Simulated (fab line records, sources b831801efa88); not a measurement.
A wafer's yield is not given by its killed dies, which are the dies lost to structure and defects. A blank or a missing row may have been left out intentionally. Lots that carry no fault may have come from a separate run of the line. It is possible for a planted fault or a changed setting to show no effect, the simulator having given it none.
What tool caused it? + flow gf180mcu + 12 lots with 36 wafers sampled at 4 steps, on a route of 602 steps

WHAT THE GAUGES SHOWED, per wafer
GF_PSD_RS_MEAS_14: uses a four-point probe to measure. Usual: for NSD_RS the level is 46.19 ohm/sq and the standard deviation is 0.096.
| lot  | measured     | on           | NSD_RS (ohm/sq)                     | flag |
|------|--------------|--------------|-------------------------------------|------|
| L797 | day 14 03:44 | filmMetro-03 | 46.04 46.18 46.01                   |      |
| L799 | day 14 21:33 | filmMetro-04 | 46.20 46.12 46.06                   |      |
| L800 | day 15 03:24 | filmMetro-03 | 46.27 46.29 46.23                   |      |
| L803 | day 16 06:47 | filmMetro-03 | 46.19 46.30 46.19                   |      |
| L804 | day 16 15:00 | filmMetro-01 | 46.03 46.04 45.98                   |      |
| L805 | day 16 18:52 | filmMetro-03 | 49.33 49.30 49.22 49.42 49.32 49.27 | OFF  |
| L806 | day 17 11:32 | filmMetro-03 | 49.43 49.30 49.44 49.32 49.21 49.43 | OFF  |
| L814 | day 20 19:28 | filmMetro-04 | 46.08 46.04 46.17                   |      |
| L815 | day 21 00:30 | filmMetro-03 | 46.12 46.29 46.24                   |      |
| L816 | day 21 09:59 | filmMetro-01 | 46.36 46.31 46.26                   |      |
| L818 | day 22 00:13 | filmMetro-01 | 46.20 46.17 46.19                   |      |
| L817 | day 22 00:22 | filmMetro-04 | 46.16 46.37 46.06                   |      |

GF_PSD_RS_MEAS_15: uses a four-point probe to measure. Usual: for PSD_RS the level is 108.7 ohm/sq and the standard deviation is 0.32.
| lot  | measured     | on           | PSD_RS (ohm/sq)                     | flag |
|------|--------------|--------------|-------------------------------------|------|
| L797 | day 14 03:51 | filmMetro-03 | 108.8 108.6 108.5                   |      |
| L799 | day 14 21:40 | filmMetro-04 | 108.4 108.4 108.2                   |      |
| L800 | day 15 03:31 | filmMetro-03 | 109.0 108.9 108.7                   |      |
| L803 | day 16 06:55 | filmMetro-03 | 109.0 108.7 109.0                   |      |
| L804 | day 16 15:07 | filmMetro-01 | 108.1 108.1 108.4                   |      |
| L805 | day 16 23:02 | filmMetro-03 | 125.2 124.8 125.0 125.2 124.9 124.5 | OFF  |
| L806 | day 17 13:45 | filmMetro-03 | 125.3 125.3 125.7 125.0 125.3 125.7 | OFF  |
| L814 | day 20 19:35 | filmMetro-04 | 108.1 108.4 108.3                   |      |
| L815 | day 21 00:37 | filmMetro-03 | 108.7 108.6 108.8                   |      |
| L816 | day 21 10:07 | filmMetro-01 | 109.2 109.0 108.9                   |      |
| L818 | day 22 00:20 | filmMetro-01 | 108.5 108.8 108.9                   |      |
| L817 | day 22 00:29 | filmMetro-04 | 108.4 108.7 108.3                   |      |

GF_SAB_OVL_MEAS_10. Usual: for SAB_OVL the level is -0.4 nm and the standard deviation is 1.2.
| lot  | measured     | on         | SAB_OVL (nm)   | flag |
|------|--------------|------------|----------------|------|
| L797 | day 15 00:18 | overlay-01 | -1.7 -1.9 -0.7 |      |
| L799 | day 15 18:07 | overlay-01 | 0.5 0.9 -0.3   |      |
| L800 | day 16 00:49 | overlay-01 | -0.7 0.0 0.6   |      |
| L803 | day 17 05:15 | overlay-02 | -1.1 -1.2 -2.2 |      |
| L804 | day 17 13:40 | overlay-01 | -0.2 -0.2 -1.3 |      |
| L814 | day 21 19:12 | overlay-02 | -1.2 1.7 -0.6  |      |
| L815 | day 22 00:37 | overlay-01 | 2.8 1.2 1.6    |      |
| L816 | day 22 09:45 | overlay-02 | -1.8 -1.8 -1.4 |      |
| L818 | day 22 23:12 | overlay-02 | 1.5 -1.3 0.2   |      |
| L817 | day 23 00:05 | overlay-02 | -2.0 -0.4 0.3  |      |

WHICH TOOL RAN EACH LOT (tool, then ch and the chambers of the sampled wafers, then the start)
| lot  | GF_PSD_RTA_13                   |
|------|---------------------------------|
| L797 | rtpAnneal-01 ch 0, day 14 03:38 |
| L799 | rtpAnneal-01 ch 0, day 14 21:28 |
| L800 | rtpAnneal-01 ch 0, day 15 03:19 |
| L803 | rtpAnneal-01 ch 0, day 16 06:43 |
| L804 | rtpAnneal-01 ch 0, day 16 14:55 |
| L805 | rtpAnneal-01 ch 0, day 16 18:46 |
| L806 | rtpAnneal-01 ch 0, day 17 11:28 |
| L814 | rtpAnneal-01 ch 0, day 20 19:22 |
| L815 | rtpAnneal-01 ch 0, day 21 00:25 |
| L816 | rtpAnneal-02 ch 0, day 21 09:54 |
| L818 | rtpAnneal-02 ch 0, day 22 00:07 |
| L817 | rtpAnneal-01 ch 0, day 22 00:17 |
- GF_PSD_RTA_13: time 20 s.

AS READ BY THE TOOLS THEMSELVES (means over the sampled wafers that have a number; for cases with no such wafer, the mark the record gives instead)
GF_PSD_RTA_13. Usual: lampPowerPct 38.0 %, standard deviation 0.84; wafer_temp_C_max 1030.0, standard deviation 1.
| lot  | tool         | lampPowerPct (%) | wafer_temp_C_max | flag |
|------|--------------|------------------|------------------|------|
| L797 | rtpAnneal-01 | 37.5             | 1029.4           |      |
| L799 | rtpAnneal-01 | 37.5             | 1029.8           |      |
| L800 | rtpAnneal-01 | 37.4             | 1028.4           |      |
| L803 | rtpAnneal-01 | 37.5             | 1029.6           |      |
| L804 | rtpAnneal-01 | 37.4             | 1028.9           |      |
| L805 | rtpAnneal-01 | 35.0             | 1004.9           | OFF  |
| L806 | rtpAnneal-01 | 35.0             | 1005.1           | OFF  |
| L814 | rtpAnneal-01 | 37.4             | 1029.9           |      |
| L815 | rtpAnneal-01 | 37.4             | 1030.9           |      |
| L816 | rtpAnneal-02 | 39.3             | 1029.0           |      |
| L818 | rtpAnneal-02 | 39.2             | 1030.3           |      |
| L817 | rtpAnneal-01 | 37.4             | 1030.2           |      |

THE ANSWER, worked out from the rows above alone
Rule: a lot is off if the mean of its wafers that have a number lies more than 3 standard deviations from the usual mean. A lot without any number at a reading at which 4 lots or more have one is off too. All remaining lots with rows at the step are treated as sound. The gauges are gone through in route order, then the tools' own readings, and for those a lot's mean is taken as printed above. At the first step where some lot is off, the reading lying furthest off is the one used; lots without a number count as furthest.
Off: L805, L806, seen at GF_PSD_RS_MEAS_14 (NSD_RS).
If a tool, at a process step before that reading, ran all the lots that are off and no sound lot after the first of them, it fits. Not tried: the gauges at GF_PSD_RS_MEAS_14; whatever is off there is also off at GF_PSD_RTA_13, on other tools, and gauge error can't account for it. Of those tried, none fits.

WHAT WAS PUT IN BY THE SIMULATOR
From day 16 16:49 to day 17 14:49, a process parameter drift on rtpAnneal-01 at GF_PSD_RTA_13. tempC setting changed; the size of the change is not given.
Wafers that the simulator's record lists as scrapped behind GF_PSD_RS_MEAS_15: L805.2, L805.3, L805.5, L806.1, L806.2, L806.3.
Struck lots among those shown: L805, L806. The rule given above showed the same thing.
